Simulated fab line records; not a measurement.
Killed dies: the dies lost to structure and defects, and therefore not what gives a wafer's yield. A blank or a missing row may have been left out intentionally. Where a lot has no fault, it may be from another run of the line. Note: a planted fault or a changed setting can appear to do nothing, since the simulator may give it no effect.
fab line records	flow sky130
record: lots: 7	wafers: 21	lastDay: 50
route steps=708 shown PWDE@84 VT_ADJUST_HVTP@85 VT_ADJUST_LVTN@97 VT_ADJUST_NCORE@119 PAD_OPEN@708
lots untouched by any fault: they come from a run of this same line in which no faults occurred
startH: start of the lot's first displayed wafer, in hours after the record's first day	waitH: hours elapsed since this lot's preceding step	" unchanged from the row above	L1.1+2: one row covering several wafers at once	- no value present, or no start provided	* or withheld: withheld	< > ~ a bound
route shown NAME@n: names a module that has steps shown in the file, with the first one's number in the route	usual: the fault-free wafers' mean and standard deviation	same: alike in all rows	chamber/n: place in a boat	sites: readings site by site	_std_site: the standard deviation of these	_edge_site: mean of outer sites minus mean of inner sites	radiusMm: for every site, how far away it sits from the centre of the wafer	mask NAME#n: copy n	behind: the tool/chamber that last shaped the wafer	hold: why the lot was held/for how many hours/how that ended	device: the n, p or np transistor that did not switch	end of line: at the end of the route, the tests of the same wafers	step lacking rows: just its recipe	killed: count of dies lost to structure and defects at first sort (not the wafer's yield)	map: a wafer's dies, marking killed ones x, the rest . and places with no die _
set.NAME: the setting that was run; set.NAME@STEP: the one run at that earlier step	model.NAME: the simulator's own value behind a step, which no gauge read
a table for each step, a row for each wafer; lots at some steps of the route
services: from which hour (startH, from the record's first day; less than 0 if before it) a tool's chamber was out of use, for how many hours, and why
== steps ==
step: SKY_NWELL_RS_MEAS_31
recipe: thkMeasGauge: four-point-probe
usual: PWDE_RS: 5346/18
lot.wafer	tool	chamber	startH	waitH	PWDE_RS[ohm/sq]
L861.2	filmMetro-04	-	109.13	0.1	5333
L861.3	"	-	"	"	5307
L861.5	"	-	"	"	5352
L862.1	filmMetro-04	-	109.87	0.1	5357
L862.2	"	-	"	"	5360
L862.4	"	-	"	"	5349
L869.2	filmMetro-04	-	159.43	0.1	5330
L869.3	"	-	"	"	5314
L869.4	"	-	"	"	5363
L871.1	filmMetro-02	-	162.06	0.1	5355
L871.3	"	-	"	"	5353
L871.4	"	-	"	"	5339
L872.2	filmMetro-03	-	167.28	0.1	5341
L872.3	"	-	"	"	5347
L872.5	"	-	"	"	5343
L881.2	filmMetro-03	-	232.13	0.1	5339
L881.4	"	-	"	"	5360
L881.5	"	-	"	"	5349
L883.1	filmMetro-03	-	242.02	0.1	5343
L883.3	"	-	"	"	5337
L883.5	"	-	"	"	5341
step: SKY_VT_ADJUST_HVTP_DEHYDRATE_00
recipe: tempC: 200	timeS: 60
step: SKY_VT_ADJUST_HVTP_HMDS_01
recipe: primeTimeS: 62.78	primeTempC: 120
step: SKY_VT_ADJUST_HVTP_COAT_02
recipe: resist: NOVOLAK	spinRpm: 3000	resistThkNm: 1140
step: SKY_VT_ADJUST_HVTP_SOFTBAKE_03
recipe: tempC: 90	timeS: 60	resist: NOVOLAK
step: SKY_VT_ADJUST_HVTP_EXPOSE_04
recipe: maskId: HVTPM	na: 0.6	sourceShape: conventional	sigmaOuter: 0.6	polarization: unpolarized	targetCdNm: 380	doseMj: 140
step: SKY_VT_ADJUST_HVTP_PEB_05
recipe: tempC: withheld	timeS: *	resist: NOVOLAK
step: SKY_VT_ADJUST_HVTP_DEVELOP_06
recipe: resist: NOVOLAK	developer: TMAH	developTimeS: 58.02	devTempC: 23
step: SKY_VT_ADJUST_HVTP_CD_MEAS_07
recipe: targetCdNm: 380
usual: cdNm: 379.4/2.5
lot.wafer	tool	chamber	startH	waitH	cdNm
L861.2	cdSem-01	-	127.84	0.1	378.7
L861.3	"	-	"	"	380.3
L861.5	"	-	"	"	377.1
L862.1	cdSem-01	-	128.98	0.1	382.4
L862.2	"	-	"	"	381.8
L862.4	"	-	"	"	382.3
L869.2	cdSem-02	-	179.69	0.1	380.1
L869.3	"	-	"	"	380.0
L869.4	"	-	"	"	378.5
L871.1	cdSem-02	-	183.57	0.1	377.2
L871.3	"	-	"	"	377.8
L871.4	"	-	"	"	377.6
L872.2	cdSem-01	-	188.10	0.1	381.3
L872.3	"	-	"	"	381.1
L872.5	"	-	"	"	380.9
L881.2	cdSem-02	-	255.75	0.1	377.7
L881.4	"	-	"	"	376.0
L881.5	"	-	"	"	376.7
L883.1	cdSem-01	-	265.27	0.1	379.0
L883.3	"	-	"	"	378.1
L883.5	"	-	"	"	376.9
step: SKY_VT_ADJUST_HVTP_OVL_MEAS_08
usual: VT_ADJUST_HVTP_OVL: 0.8/1.5
lot.wafer	tool	chamber	startH	waitH	VT_ADJUST_HVTP_OVL[nm]
L861.2	overlay-02	-	127.95	0.1	2.6
L861.3	"	-	"	"	-0.4
L861.5	"	-	"	"	-1.2
L862.1	overlay-01	-	129.10	0.1	-0.7
L862.2	"	-	"	"	1.6
L862.4	"	-	"	"	0.6
L869.2	overlay-02	-	179.80	0.1	2.5
L869.3	"	-	"	"	3.2
L869.4	"	-	"	"	2.4
L871.1	overlay-02	-	183.69	0.1	0.9
L871.3	"	-	"	"	0.4
L871.4	"	-	"	"	0.3
L872.2	overlay-02	-	188.21	0.1	1.6
L872.3	"	-	"	"	-0.1
L872.5	"	-	"	"	-0.8
L881.2	overlay-01	-	255.85	0.1	0.8
L881.4	"	-	"	"	0.6
L881.5	"	-	"	"	1.2
L883.1	overlay-01	-	265.39	0.1	-3.6
L883.3	"	-	"	"	-2.3
L883.5	"	-	"	"	-0.7
step: SKY_VT_ADJUST_HVTP_IMPLANT_09
recipe: species: As	energyKev: 150	doseCm2: 4.3e+12	tiltDeg: withheld
step: SKY_VT_ADJUST_HVTP_STRIP_10
recipe: chemistry: O2/N2	powerW: 1400	pressureMtorr: 1500	platenTempC: withheld	o2FlowSccm: 3000	n2FlowSccm: 300	overashFraction: 0.5
usual: drypumpMotorCurrentA: 5.5/0.59	oesProductAu: 0.715/0.0044	stripTimeToEndpointS: 14.19/0.039
lot.wafer	tool	chamber	startH	waitH	drypumpMotorCurrentA	oesProductAu	rfHoursCounterH	stripTimeToEndpointS
L861.2	plasmaAsher-01	1	128.13	0.1	5.6	0.712	47	14.25
L861.3	"	1	"	"	5.6	0.720	-	14.21
L861.5	"	1	"	"	5.6	0.713	-	14.23
L862.1	plasmaAsher-01	0	129.28	0.1	4.9	0.719	48	14.21
L862.2	"	1	"	"	5.6	0.718	48	14.21
L862.4	"	1	"	"	5.6	0.714	-	14.20
L869.2	plasmaAsher-01	1	179.98	0.1	5.6	0.716	53	14.23
L869.3	"	0	"	"	4.9	0.720	-	14.28
L869.4	"	1	"	"	5.6	0.711	-	14.24
L871.1	plasmaAsher-01	1	183.88	0.1	5.6	0.719	53	14.20
L871.3	"	1	"	"	5.6	0.714	-	14.18
L871.4	"	0	"	"	4.9	0.722	-	14.19
L872.2	plasmaAsher-01	1	188.39	0.1	5.6	0.715	54	14.16
L872.3	"	0	"	"	4.9	0.723	-	14.16
L872.5	"	0	"	"	4.9	0.707	-	14.16
L881.2	plasmaAsher-03	1	256.03	0.1	5.9	0.720	14	14.17
L881.4	"	1	"	"	5.9	0.718	-	14.20
L881.5	"	0	"	"	5.0	0.713	-	14.17
L883.1	plasmaAsher-02	0	265.58	0.1	6.8	0.713	51	14.19
L883.3	"	1	"	"	5.3	0.708	-	14.16
L883.5	"	1	"	"	5.3	0.719	-	14.23
step: SKY_VT_ADJUST_HVTP_TW_MEAS_11
usual: VT_ADJUST_HVTP_TW: 1351/14
lot.wafer	tool	chamber	startH	waitH	VT_ADJUST_HVTP_TW
L861.2	filmMetro-01	-	128.24	0.1	1354
L861.3	"	-	"	"	1360
L861.5	"	-	"	"	1355
L862.1	filmMetro-03	-	129.38	0.1	1337
L862.2	"	-	"	"	1334
L862.4	"	-	"	"	1339
L869.2	filmMetro-04	-	180.09	0.1	1376
L869.3	"	-	"	"	1373
L869.4	"	-	"	"	1377
L871.1	filmMetro-01	-	183.98	0.1	1344
L871.3	"	-	"	"	1342
L871.4	"	-	"	"	1342
L872.2	filmMetro-01	-	188.50	0.1	1339
L872.3	"	-	"	"	1344
L872.5	"	-	"	"	1347
L881.2	filmMetro-04	-	256.14	0.1	1356
L881.4	"	-	"	"	1361
L881.5	"	-	"	"	1355
L883.1	filmMetro-04	-	265.68	0.1	1372
L883.3	"	-	"	"	1381
L883.5	"	-	"	"	1378
step: SKY_VT_ADJUST_LVTN_DEHYDRATE_00
recipe: tempC: 200	timeS: 60
step: SKY_VT_ADJUST_LVTN_HMDS_01
recipe: primeTimeS: 60	primeTempC: 120
step: SKY_VT_ADJUST_LVTN_COAT_02
recipe: spinRpm: 2000	resistThkNm: 3000
step: SKY_VT_ADJUST_LVTN_SOFTBAKE_03
recipe: tempC: 110	timeS: withheld
step: SKY_VT_ADJUST_LVTN_EXPOSE_04
recipe: maskId: NWM_COMPLEMENT_LESS_NATIVE	na: 0.6	sourceShape: conventional	sigmaOuter: 0.6	polarization: unpolarized	targetCdNm: 840	doseMj: 194
step: SKY_VT_ADJUST_LVTN_PEB_05
recipe: tempC: 115	timeS: withheld
step: SKY_VT_ADJUST_LVTN_DEVELOP_06
recipe: wallAngleDeg: 90	developer: TMAH	developTimeS: 60	devTempC: 23
step: SKY_VT_ADJUST_LVTN_OVL_MEAS_07
usual: VT_ADJUST_LVTN_OVL: 0.9/1.6
lot.wafer	tool	chamber	startH	waitH	VT_ADJUST_LVTN_OVL[nm]
L861.2	overlay-02	-	146.83	-	-0.1
L861.3	"	-	"	"	-2.0
L861.5	"	-	"	"	-2.1
L862.1	overlay-02	-	148.12	-	0.8
L862.2	"	-	"	"	1.5
L862.4	"	-	"	"	1.9
L869.2	overlay-02	-	201.78	-	4.5
L869.3	"	-	"	"	2.9
L869.4	"	-	"	"	3.6
L871.1	overlay-02	-	205.42	-	0.6
L871.3	"	-	"	"	1.3
L871.4	"	-	"	"	2.2
L872.2	overlay-02	-	210.58	-	-2.6
L872.3	"	-	"	"	-2.0
L872.5	"	-	"	"	-0.5
L881.2	overlay-01	-	280.03	-	1.2
L881.4	"	-	"	"	-0.6
L881.5	"	-	"	"	-0.3
L883.1	overlay-01	-	289.67	-	-0.6
L883.3	"	-	"	"	2.4
L883.5	"	-	"	"	1.3
step: SKY_VT_ADJUST_LVTN_IMPLANT_08
recipe: species: B	energyKev: 30	doseCm2: 1.57e+12	tiltDeg: withheld
step: SKY_VT_ADJUST_LVTN_STRIP_09
recipe: chemistry: O2/N2	powerW: 1400	pressureMtorr: 1500	platenTempC: withheld	o2FlowSccm: 3000	n2FlowSccm: 300	overashFraction: 0.5
usual: drypumpMotorCurrentA: 5.5/0.47	oesProductAu: 0.722/0.0048	stripTimeToEndpointS: 36.96/0.1
lot.wafer	tool	chamber	startH	waitH	drypumpMotorCurrentA	oesProductAu	rfHoursCounterH	stripTimeToEndpointS
L861.2	plasmaAsher-03	1	147.01	0.1	5.9	0.723	3	37.02
L861.3	"	1	"	"	5.9	0.726	-	36.93
L861.5	"	1	"	"	5.9	0.725	-	36.93
L862.1	plasmaAsher-03	1	148.31	0.1	5.9	0.727	3	36.96
L862.2	"	0	"	"	5.0	0.726	3	37.07
L862.4	"	0	"	"	5.0	0.729	-	37.00
L869.2	plasmaAsher-03	1	201.96	0.1	5.9	0.720	9	36.83
L869.3	"	0	"	"	5.0	0.723	-	36.80
L869.4	"	1	"	"	5.9	0.721	-	36.86
L871.1	plasmaAsher-02	1	205.61	0.1	5.3	0.723	45	36.95
L871.3	"	1	"	"	5.3	0.717	-	36.93
L871.4	"	0	"	"	6.8	0.720	-	36.95
L872.2	plasmaAsher-03	0	210.76	0.1	5.0	0.728	10	36.81
L872.3	"	0	"	"	5.0	0.722	-	37.03
L872.5	"	1	"	"	5.9	0.725	-	36.93
L881.2	plasmaAsher-04	1	280.21	0.1	5.1	0.723	43	37.08
L881.4	"	0	"	"	5.7	0.724	-	37.01
L881.5	"	0	"	"	5.6	0.726	-	37.20
L883.1	plasmaAsher-02	0	289.85	0.1	6.8	0.721	53	37.18
L883.3	"	0	"	"	6.8	0.714	-	37.09
L883.5	"	1	"	"	5.3	0.717	-	37.11
step: SKY_VT_ADJUST_LVTN_TW_MEAS_10
usual: VT_ADJUST_LVTN_TW: 239.0/2.1
lot.wafer	tool	chamber	startH	waitH	VT_ADJUST_LVTN_TW
L861.2	filmMetro-01	-	147.12	0.1	239.8
L861.3	"	-	"	"	241.0
L861.5	"	-	"	"	239.9
L862.1	filmMetro-03	-	148.41	0.1	236.8
L862.2	"	-	"	"	239.5
L862.4	"	-	"	"	236.8
L869.2	filmMetro-01	-	202.07	0.1	242.1
L869.3	"	-	"	"	241.6
L869.4	"	-	"	"	242.6
L871.1	filmMetro-01	-	205.71	0.1	242.7
L871.3	"	-	"	"	240.6
L871.4	"	-	"	"	241.2
L872.2	filmMetro-03	-	210.87	0.1	237.8
L872.3	"	-	"	"	238.0
L872.5	"	-	"	"	238.7
L881.2	filmMetro-01	-	280.32	0.1	242.7
L881.4	"	-	"	"	242.6
L881.5	"	-	"	"	242.2
L883.1	filmMetro-01	-	289.95	0.1	241.6
L883.3	"	-	"	"	241.1
L883.5	"	-	"	"	240.6
step: SKY_VT_ADJUST_LVTN_DEHYDRATE_11
recipe: tempC: 200	timeS: 60
step: SKY_VT_ADJUST_LVTN_HMDS_12
recipe: primeTimeS: 60	primeTempC: 120
step: SKY_VT_ADJUST_LVTN_COAT_13
recipe: resist: NOVOLAK	spinRpm: 3000	resistThkNm: 1140
step: SKY_VT_ADJUST_LVTN_SOFTBAKE_14
recipe: tempC: 90	timeS: 60	resist: NOVOLAK
step: SKY_VT_ADJUST_LVTN_EXPOSE_15
recipe: maskId: HVN_STD_DERIVED	na: 0.6	sourceShape: conventional	sigmaOuter: 0.6	polarization: unpolarized	targetCdNm: 600	doseMj: 163
step: SKY_VT_ADJUST_LVTN_PEB_16
recipe: tempC: withheld	timeS: *	resist: NOVOLAK
step: SKY_VT_ADJUST_LVTN_DEVELOP_17
recipe: resist: NOVOLAK	developer: TMAH	developTimeS: 60	devTempC: 23
step: SKY_VT_ADJUST_LVTN_OVL_MEAS_18
usual: VT_ADJUST_LVTN_01_OVL: -0.8/1.5
lot.wafer	tool	chamber	startH	waitH	VT_ADJUST_LVTN_01_OVL[nm]
L861.2	overlay-02	-	167.03	0.1	0.4
L861.3	"	-	"	"	0.0
L861.5	"	-	"	"	2.5
L862.1	overlay-02	-	167.93	0.1	-0.6
L862.2	"	-	"	"	0.7
L862.4	"	-	"	"	0.0
L869.2	overlay-01	-	224.43	0.1	1.9
L869.3	"	-	"	"	1.2
L869.4	"	-	"	"	1.9
L871.1	overlay-01	-	227.87	0.1	-0.8
L871.3	"	-	"	"	-0.7
L871.4	"	-	"	"	-2.1
L872.2	overlay-01	-	233.58	0.1	1.0
L872.3	"	-	"	"	0.8
L872.5	"	-	"	"	-2.1
L881.2	overlay-01	-	304.98	0.1	-1.0
L881.4	"	-	"	"	0.0
L881.5	"	-	"	"	-1.7
L883.1	overlay-02	-	315.38	0.1	-0.4
L883.3	"	-	"	"	1.7
L883.5	"	-	"	"	0.1
step: SKY_VT_ADJUST_LVTN_IMPLANT_19
recipe: species: B	energyKev: 30	doseCm2: 6.5e+11	tiltDeg: withheld
step: SKY_VT_ADJUST_LVTN_STRIP_20
recipe: chemistry: O2/N2	powerW: 1400	pressureMtorr: 1500	platenTempC: withheld	o2FlowSccm: 3000	n2FlowSccm: 300	overashFraction: 0.5
usual: drypumpMotorCurrentA: 5.7/0.61	oesProductAu: 0.715/0.0046	stripTimeToEndpointS: 14.17/0.036
lot.wafer	tool	chamber	startH	waitH	drypumpMotorCurrentA	oesProductAu	rfHoursCounterH	stripTimeToEndpointS
L861.2	plasmaAsher-03	1	167.21	0.1	5.9	0.705	5	14.22
L861.3	"	1	"	"	5.9	0.711	-	14.23
L861.5	"	0	"	"	5.1	0.706	-	14.25
L862.1	plasmaAsher-02	1	168.11	0.1	5.3	0.712	41	14.17
L862.2	"	0	"	"	6.8	0.720	41	14.13
L862.4	"	1	"	"	5.3	0.721	-	14.15
L869.2	plasmaAsher-02	1	224.61	0.1	5.3	0.713	47	14.20
L869.3	"	0	"	"	6.8	0.716	-	14.20
L869.4	"	1	"	"	5.3	0.711	-	14.17
L871.1	plasmaAsher-02	1	228.06	0.1	5.3	0.714	47	14.13
L871.3	"	1	"	"	5.3	0.728	-	14.16
L871.4	"	0	"	"	6.8	0.726	-	14.17
L872.2	plasmaAsher-03	0	233.76	0.1	5.1	0.710	12	14.18
L872.3	"	0	"	"	5.0	0.714	-	14.17
L872.5	"	1	"	"	5.9	0.711	-	14.14
L881.2	plasmaAsher-04	1	305.16	0.1	5.2	0.718	45	14.19
L881.4	"	0	"	"	5.6	0.716	-	14.13
L881.5	"	1	"	"	5.2	0.718	-	14.18
L883.1	plasmaAsher-02	0	315.56	0.1	6.7	0.721	56	14.18
L883.3	"	0	"	"	6.8	0.710	-	14.20
L883.5	"	1	"	"	5.3	0.719	-	14.18
step: SKY_VT_ADJUST_LVTN_TW_MEAS_21
usual: VT_ADJUST_LVTN_2_TW: 184.8/1.8
lot.wafer	tool	chamber	startH	waitH	VT_ADJUST_LVTN_2_TW
L861.2	filmMetro-02	-	167.32	0.1	185.3
L861.3	"	-	"	"	185.4
L861.5	"	-	"	"	186.1
L862.1	filmMetro-02	-	168.21	0.1	186.9
L862.2	"	-	"	"	187.9
L862.4	"	-	"	"	187.7
L869.2	filmMetro-03	-	224.72	0.1	185.7
L869.3	"	-	"	"	185.6
L869.4	"	-	"	"	187.3
L871.1	filmMetro-02	-	228.16	0.1	182.8
L871.3	"	-	"	"	182.8
L871.4	"	-	"	"	183.7
L872.2	filmMetro-03	-	233.87	0.1	185.1
L872.3	"	-	"	"	186.4
L872.5	"	-	"	"	185.6
L881.2	filmMetro-01	-	305.27	0.1	187.3
L881.4	"	-	"	"	187.6
L881.5	"	-	"	"	188.2
L883.1	filmMetro-02	-	315.66	0.1	182.9
L883.3	"	-	"	"	183.1
L883.5	"	-	"	"	184.2
step: SKY_VT_ADJUST_NCORE_DEHYDRATE_00
recipe: tempC: 200	timeS: 60
step: SKY_VT_ADJUST_NCORE_HMDS_01
recipe: primeTimeS: 60	primeTempC: 120
step: SKY_VT_ADJUST_NCORE_COAT_02
recipe: resist: NOVOLAK	spinRpm: 3000	resistThkNm: 1140
step: SKY_VT_ADJUST_NCORE_SOFTBAKE_03
recipe: tempC: 90	timeS: 60	resist: NOVOLAK
step: SKY_VT_ADJUST_NCORE_EXPOSE_04
recipe: maskId: LVTN_COMPLEMENT_THIN	na: 0.6	sourceShape: conventional	sigmaOuter: 0.6	polarization: unpolarized	targetCdNm: 380	doseMj: 139
step: SKY_VT_ADJUST_NCORE_PEB_05
recipe: tempC: withheld	timeS: *	resist: NOVOLAK
step: SKY_PAD_OPEN_PROBE_99
usual: killed_at_M0_to_M3: 43/7.2	killed_at_M4_up: 3.5/2	killedAtContacts: 24/5.2	killedAtFrontEnd: 15/4.4	killedAtOther: 0.2/0.48	killedDies: 85/9.4	killedOpen: 46/7.3	killedShort: 39/6.1
same: grossDies: 492	killedAtBackSide: 0
lot.wafer	tool	chamber	startH	waitH	killed_at_M0_to_M3	killed_at_M4_up	killedAtContacts	killedAtFrontEnd	killedAtOther	killedDies	killedOpen	killedShort
L861.2	prober-02	-	1081.27	0.1	42	6	30	16	0	94	53	39
L861.3	prober-02	-	1081.32	0.2	59	4	17	13	0	93	49	44
L861.5	prober-02	-	1081.42	0.2	42	0	25	7	0	74	50	24
L862.1	prober-01	-	1081.34	0.1	53	7	24	11	0	95	50	45
L862.2	prober-01	-	1081.39	0.1	40	5	23	12	1	81	40	41
L862.4	prober-01	-	1081.49	0.2	37	3	24	14	0	78	43	35
L869.2	prober-01	-	1127.20	0.1	36	4	28	22	0	90	47	32
L869.3	prober-01	-	1127.25	0.2	39	5	18	30	1	93	37	36
L869.4	prober-01	-	1127.30	0.2	46	3	18	26	0	93	45	36
L872.2	prober-02	-	1127.20	0.1	46	7	21	21	0	95	38	46
L872.3	prober-02	-	1127.25	0.2	36	3	17	38	0	94	41	27
L872.5	prober-02	-	1127.35	0.2	24	2	16	46	0	88	31	32
L871.1	prober-02	-	1136.24	0.1	39	3	24	15	0	81	37	37
L871.3	prober-02	-	1136.34	0.2	58	2	22	30	0	112	59	38
L871.4	prober-02	-	1136.39	0.2	46	2	17	39	0	104	46	29
L881.2	prober-02	-	1192.32	0.1	52	4	32	10	0	98	64	34
L881.4	prober-02	-	1192.42	0.2	47	8	26	18	1	100	52	48
L881.5	prober-02	-	1192.47	0.2	47	2	17	23	0	89	44	45
L883.1	prober-01	-	1197.68	0.1	42	6	22	12	0	82	44	38
L883.3	prober-01	-	1197.78	0.2	42	4	21	8	0	75	36	39
L883.5	prober-01	-	1197.88	0.2	37	3	24	20	1	85	46	39
killed by level:class
L861.2 VIA2:geometricParticle:open=10 LI_CONTACT:geometricParticle:open=10 CONTACT:geometricParticle:open=10 METAL1:geometricParticle:short=6 VIA1:geometricParticle:open=6 FIELD_ISO:geometricParticle:short=5 VIA3:geometricParticle:short=5 CONTACT:geometricParticle:short=5
L861.3 VIA1:geometricParticle:open=18 VIA3:geometricParticle:short=10 VIA2:geometricParticle:open=10 LOCAL_INTERCONNECT:geometricParticle:short=5 CONTACT:geometricParticle:open=5 METAL1:geometricParticle:short=5 FIELD_ISO:geometricParticle:short=4 FIELD_ISO:geometricParticle:open=4
L862.1 VIA1:geometricParticle:open=11 CONTACT:geometricParticle:open=10 METAL1:geometricParticle:short=10 VIA3:geometricParticle:open=7 VIA2:geometricParticle:open=7 LOCAL_INTERCONNECT:geometricParticle:short=5 METAL4:geometricParticle:short=5 FIELD_ISO:geometricParticle:short=4
L862.2 CONTACT:geometricParticle:open=12 METAL1:geometricParticle:short=9 VIA1:geometricParticle:short=9 VIA3:geometricParticle:open=7 VIA1:geometricParticle:open=6 LI_CONTACT:geometricParticle:open=5 FIELD_ISO:geometricParticle:short=4 METAL4:geometricParticle:short=4
L861.5 VIA1:geometricParticle:open=18 CONTACT:geometricParticle:open=10 VIA2:geometricParticle:open=6 LI_CONTACT:geometricParticle:open=5 VIA3:geometricParticle:open=5 POLY_GATE:geometricParticle:short=4 CONTACT:geometricParticle:short=4 LI_CONTACT:geometricParticle:short=3
L862.4 LI_CONTACT:geometricParticle:open=9 VIA1:geometricParticle:open=9 CONTACT:geometricParticle:open=8 VIA3:geometricParticle:open=6 METAL2:geometricParticle:short=5 VIA1:geometricParticle:short=5 LOCAL_INTERCONNECT:geometricParticle:short=5 FIELD_ISO:geometricParticle:open=4
L869.2 VT_ADJUST_HVTP:unspecified=11 VIA1:geometricParticle:open=10 CONTACT:geometricParticle:open=10 LI_CONTACT:geometricParticle:open=9 METAL2:geometricParticle:short=6 METAL1:geometricParticle:short=5 VIA2:geometricParticle:open=5 VIA3:geometricParticle:open=5
L872.2 VT_ADJUST_HVTP:unspecified=11 VIA2:geometricParticle:open=11 METAL2:geometricParticle:short=9 VIA1:geometricParticle:open=7 CONTACT:geometricParticle:open=6 METAL4:geometricParticle:short=6 LOCAL_INTERCONNECT:geometricParticle:short=5 METAL1:geometricParticle:short=4
L869.3 VT_ADJUST_HVTP:unspecified=19 VIA1:geometricParticle:open=8 CONTACT:geometricParticle:open=7 METAL1:geometricParticle:short=7 VIA1:geometricParticle:short=5 VIA2:geometricParticle:open=4 FIELD_ISO:geometricParticle:short=3 CONTACT:geometricParticle:short=3
L872.3 VT_ADJUST_HVTP:unspecified=26 VIA1:geometricParticle:open=10 CONTACT:geometricParticle:open=8 METAL1:geometricParticle:short=5 POLY_GATE:geometricParticle:open=4 METAL2:geometricParticle:short=4 LI_CONTACT:geometricParticle:open=4 VIA1:geometricParticle:short=4
L869.4 VIA1:geometricParticle:open=12 VT_ADJUST_HVTP:unspecified=12 CONTACT:geometricParticle:open=9 VIA3:geometricParticle:open=8 METAL1:geometricParticle:short=5 VIA1:geometricParticle:short=5 METAL2:geometricParticle:short=5 LOCAL_INTERCONNECT:geometricParticle:short=4
L872.5 VT_ADJUST_HVTP:unspecified=25 CONTACT:geometricParticle:open=9 FIELD_ISO:geometricParticle:open=8 POLY_GATE:geometricParticle:short=6 METAL2:geometricParticle:short=4 SPACER:geometricParticle:short=3 CONTACT:geometricParticle:short=3 METAL1:geometricParticle:short=3
L871.1 CONTACT:geometricParticle:open=9 VIA3:geometricParticle:open=8 VT_ADJUST_HVTP:unspecified=7 METAL1:geometricParticle:short=5 CONTACT:geometricParticle:short=5 VIA1:geometricParticle:open=5 METAL2:geometricParticle:short=5 LI_CONTACT:geometricParticle:open=4
L871.3 VIA1:geometricParticle:open=18 VT_ADJUST_HVTP:unspecified=9 CONTACT:geometricParticle:short=6 CONTACT:geometricParticle:open=6 VIA3:geometricParticle:open=6 FIELD_ISO:areaEtch=6 LI_CONTACT:geometricParticle:open=5 METAL1:geometricParticle:open=5
L871.4 VT_ADJUST_HVTP:unspecified=29 VIA1:geometricParticle:open=13 VIA2:geometricParticle:open=8 CONTACT:geometricParticle:open=7 VIA3:geometricParticle:open=6 LOCAL_INTERCONNECT:geometricParticle:short=5 METAL2:geometricParticle:short=5 POLY_GATE:geometricParticle:open=4
L881.2 LI_CONTACT:geometricParticle:open=15 VIA1:geometricParticle:open=15 METAL1:geometricParticle:short=9 VIA2:geometricParticle:open=9 VIA3:geometricParticle:open=7 CONTACT:geometricParticle:open=6 LOCAL_INTERCONNECT:geometricParticle:short=4 CONTACT:geometricParticle:short=4
L881.4 VIA1:geometricParticle:open=9 LI_CONTACT:geometricParticle:open=8 METAL1:geometricParticle:short=7 CONTACT:geometricParticle:open=7 METAL4:geometricParticle:short=7 POLY_GATE:geometricParticle:open=6 METAL2:geometricParticle:short=6 VIA3:geometricParticle:open=6
L881.5 VIA1:geometricParticle:open=9 POLY_GATE:geometricParticle:short=7 VIA2:geometricParticle:open=6 CONTACT:geometricParticle:open=6 METAL1:geometricParticle:short=6 FIELD_ISO:geometricParticle:short=5 VIA2:geometricParticle:short=5 FIELD_ISO:geometricParticle:open=4
L883.1 VIA1:geometricParticle:open=12 CONTACT:geometricParticle:open=8 METAL2:geometricParticle:short=7 VIA1:geometricParticle:short=6 VIA3:geometricParticle:open=5 LI_CONTACT:geometricParticle:open=5 VIA2:geometricParticle:open=5 METAL4:geometricParticle:short=5
L883.3 VIA1:geometricParticle:open=12 VIA1:geometricParticle:short=11 LI_CONTACT:geometricParticle:open=8 CONTACT:geometricParticle:open=7 FIELD_ISO:geometricParticle:short=4 METAL2:geometricParticle:short=4 METAL1:geometricParticle:short=4 METAL4:geometricParticle:short=4
L883.5 VIA1:geometricParticle:open=15 CONTACT:geometricParticle:open=8 POLY_GATE:geometricParticle:short=7 POLY_GATE:geometricParticle:open=7 LI_CONTACT:geometricParticle:open=7 METAL2:geometricParticle:short=6 CONTACT:geometricParticle:short=4 FIELD_ISO:geometricParticle:short=3
map L869.3 (x killed, . not)
__________.x.......x_________
________...........xxx_______
______.............xxxxx_____
_____x............x.xxxxx____
____......x..x.x....xxxxxx___
___x..........x.....x.x.x..__
__.....x..........x..x....x._
_x..x.......xx..x....x.xx...x
_x............x..........x..x
_.xx..x...x.....x............
_x.....xx.x..x.xx.xx........x
_...x............xx......x..x
_..................x..x......
_.......xx....x..x........xx.
_......x....x..x...........x.
__.......x.x....x......x...._
___x...........x.....x.....__
____x.....................___
_____x...................____
______....x.x..........._____
________......x.....x._______
__________.........._________
map L871.3 (x killed, . not)
__________....x..x.._________
________xx.........x.._______
______.xx.....x........._____
_____..x.xxx..........x..____
____.x.......x............___
___x.....x..x.x.x..x.x..x..__
__x.x...x............x......_
_xx.....x....x..xx..........x
_xxx.....x..x..x.............
_xxxx..x...x.............xxxx
_xx...x...xxx.xxx...........x
_x.x.xxx.xx.x..x........xx...
_..x..x...x........x.....x.x.
_..xx.x............x....x....
_......x.....xx...x.x......x.
__.x..xx.............x...x.._
___......................x.__
____..x...........x..x....___
_____.x..x.x...xxx......x____
______..........x.x....._____
________....x..x...x.._______
__________....xxx..._________
== services ==
tool	chamber	startH	hours	kind
plasmaAsher-03	-	108.75	9.0	pm
plasmaAsher-03	0	108.75	9.0	ventCycle
plasmaAsher-03	1	108.75	9.0	ventCycle
plasmaAsher-03	0	117.75	-	clean
plasmaAsher-03	1	117.75	-	clean
plasmaAsher-04	-	131.74	15.6	pm
plasmaAsher-02	-	172.05	6.5	repair
plasmaAsher-04	-	185.71	7.7	repair
plasmaAsher-04	-	192.23	6.0	repair
plasmaAsher-02	-	230.92	0.4	repair
== key ==
firstSign: step: SKY_PAD_OPEN_PROBE_99	reading: killedAtFrontEnd	direction: up	sigmas: 3.4	usual: 15	struck: 30	wafersMoved: 8
effect none on later readings
metAt SKY_VT_ADJUST_HVTP_STRIP_10
struckWafers L869.2,L869.3,L869.4,L871.1,L871.3,L871.4,L872.2,L872.3,L872.5
testerLeftOut L869,L871,L872
onsetBetween 129.28 179.98
fault: kind: chamberParticleSource	tool: plasmaAsher-01	chamber: -	onsetH: 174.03	steps: SKY_VT_ADJUST_HVTP_STRIP_10	ratePerVisitCm2: 0.64986	endH: 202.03
testerLeftOut: of these lots the tester's yield and bins aren't shown, on N5 and GAA mostly nor the transistor test; their killed dies are dies lost to structure and defects alone, not to doping, threshold or leakage, so they don't give the yield
